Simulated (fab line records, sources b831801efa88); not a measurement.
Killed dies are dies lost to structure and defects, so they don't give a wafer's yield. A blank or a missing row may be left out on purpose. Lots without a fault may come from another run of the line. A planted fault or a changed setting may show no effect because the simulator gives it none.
A struck lot beside a sound one | flow sky130 | 22 steps out of a route of 708
Sound: wafers L536.2, L536.3, L536.4. Struck: wafers L546.2, L546.3, L546.4. The cause comes at the end.
At each step with rows: each side's tool, then ch and its chambers, then its first start. Under that, the readings that differ: sound wafers | struck wafers | difference of the means | sigmas: that difference in standard deviations of wafers without a fault.
alike: readings whose means differ by less than 2 such deviations, and words and numbers that are the same on both sides. not compared: withheld readings, readings that some wafer has no value for, bounds like >300 that may hide the same value, and numbers for which the record gives no deviation and whose values overlap.
The two part at a step that has a row with sigmas, a row that says differs or no value, or rows on one side only. Numbers that don't overlap but have no deviation are shown without sigmas and don't part them. A reading that every wafer of one side lacks parts them only if that side has two wafers or more.

SKY_POLY_GATE_THK_MEAS_21:
  sound on film_metro-02, day 18 17:50; struck on film_metro-03, day 22 09:32
  alike: POLY_GATE_OXIDATION_THK
SKY_POLY_GATE_CD_MEAS_22:
  sound on cd_sem-02, day 18 17:55; struck on cd_sem-01, day 22 09:37
  alike: cd_nm
then, 7 steps without rows for these wafers: SKY_LDD_N_DEHYDRATE_00 (time 60 s); SKY_LDD_N_HMDS_01 (prime time 60 s); SKY_LDD_N_COAT_02 (resist thk 300 nm); SKY_LDD_N_SOFTBAKE_03 (time 60 s); SKY_LDD_N_EXPOSE_04 (exposes mask NTM, target cd 840 nm); SKY_LDD_N_PEB_05; SKY_LDD_N_DEVELOP_06 (develop time 60 s).
SKY_LDD_N_OVL_MEAS_07:
  sound on overlay-01, day 20 00:02; struck on overlay-01, day 23 15:41
  alike: LDD_N_OVL
then, 2 steps without rows for these wafers: SKY_LDD_N_IMPLANT_08; SKY_LDD_N_IMPLANT_09.
SKY_LDD_N_IMPLANT_10:
  sound on implanter-04 ch 0, day 20 00:24; struck on implanter-04 ch 0, day 23 16:02
  reading            | sound                     | struck                           | difference  | sigmas
  beam_on_s (s)      | 10.19 9.85 10.22          | 39.11 41.36 40.61                | +30.27      | +99 or more
  dose_ions_cm2      | 7.5e+13 7.5e+13 7.486e+13 | 3.9679e+14 3.9687e+14 3.9669e+14 | +3.2183e+14 | +99 or more
  faraday_current_uA | 414 430 416               | 573 540 551                      | +135        | +15
then, 5 steps without rows for these wafers: SKY_LDD_N_IMPLANT_11; SKY_LDD_N_IMPLANT_12; SKY_LDD_N_IMPLANT_13; SKY_LDD_N_IMPLANT_14; SKY_LDD_N_IMPLANT_15.
SKY_LDD_N_STRIP_16: strips in O2/N2.
  sound on plasma_asher-03 ch 0,1, day 20 01:16; struck on plasma_asher-03 ch 0,1, day 23 16:55
  reading                      | sound             | struck            | difference | sigmas
  strip_time_to_endpoint_s (s) | 4.306 4.294 4.315 | 5.093 5.104 5.105 | +0.796     | +57
  alike: drypump_motor_current_A, oes_product_au
  not compared: rf_hours_counter_h
SKY_LDD_N_TW_MEAS_17:
  sound on film_metro-01, day 20 01:23; struck on film_metro-03, day 23 17:01
  reading  | sound          | struck         | difference | sigmas
  LDD_N_TW | 2541 2557 2553 | 2892 2891 2899 | +344       | +14
then, 1 step without rows for these wafers: SKY_LDD_P_DEHYDRATE_00 (time 60 s).
-- the record jumps here: 26 days lie between the struck wafers' starts before and after (it left off in module LDD_P and takes up again in module PAD_OPEN, whose first step shown is number 708 of the route) --
SKY_PAD_OPEN_PROBE_99:
  sound on prober-01, day 47 08:17; struck on prober-02, day 49 19:11
  reading                                     | sound               | struck               | difference | sigmas
  model.etest.tip_n.rs_ohm_sq                 | 439.1 440.6 438.6   | 299.4 301 301.9      | -138.7     |
  model.etest.nfet_01v8.r_on_ohm_um           | 846.2 869.6 859.5   | 776.6 773 782.9      | -80.9      |
  model.etest.nfet_01v8_turned.drive_ua_um    | 500.2 489.6 490.4   | 546.3 546.8 544.7    | +52.5      |
  model.etest.nfet_01v8_swapped.drive_ua_um   | 495.3 485.2 488.2   | 543.6 545.6 541.7    | +54.1      |
  model.etest.nfet_01v8_lvt.drive_ua_um       | 570.6 552.4 550.2   | 610.2 612.5 606.4    | +52.0      |
  model.etest.nfet_01v8.drive_ua_um           | 498.1 485.2 484     | 529.6 537.4 532.7    | +44.1      |
  model.etest.sram_nfet_pass.drive_ua_um      | 486.2 481.3 479.2   | 520.3 518.2 523.8    | +38.5      |
  model.etest.nfet_01v8_turned.off_log10_a_um | -13.46 -13.4 -13.48 | -13.09 -13.27 -13.24 | +0.25      |
  alike: killed_at_M0_to_M3, killed_at_M4_up, killed_at_contacts, killed_at_front_end, killed_at_other, killed_dies, killed_open, killed_short

WHERE THEY PART
First at SKY_LDD_N_IMPLANT_10; last, within this record, at SKY_LDD_N_TW_MEAS_17. Later steps at which nothing parts them and some readings are alike: SKY_PAD_OPEN_PROBE_99.

WHY: what the simulator had put in
Process parameter drift: implanter-04, from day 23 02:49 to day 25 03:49, at SKY_LDD_N_IMPLANT_10. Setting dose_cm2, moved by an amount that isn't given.
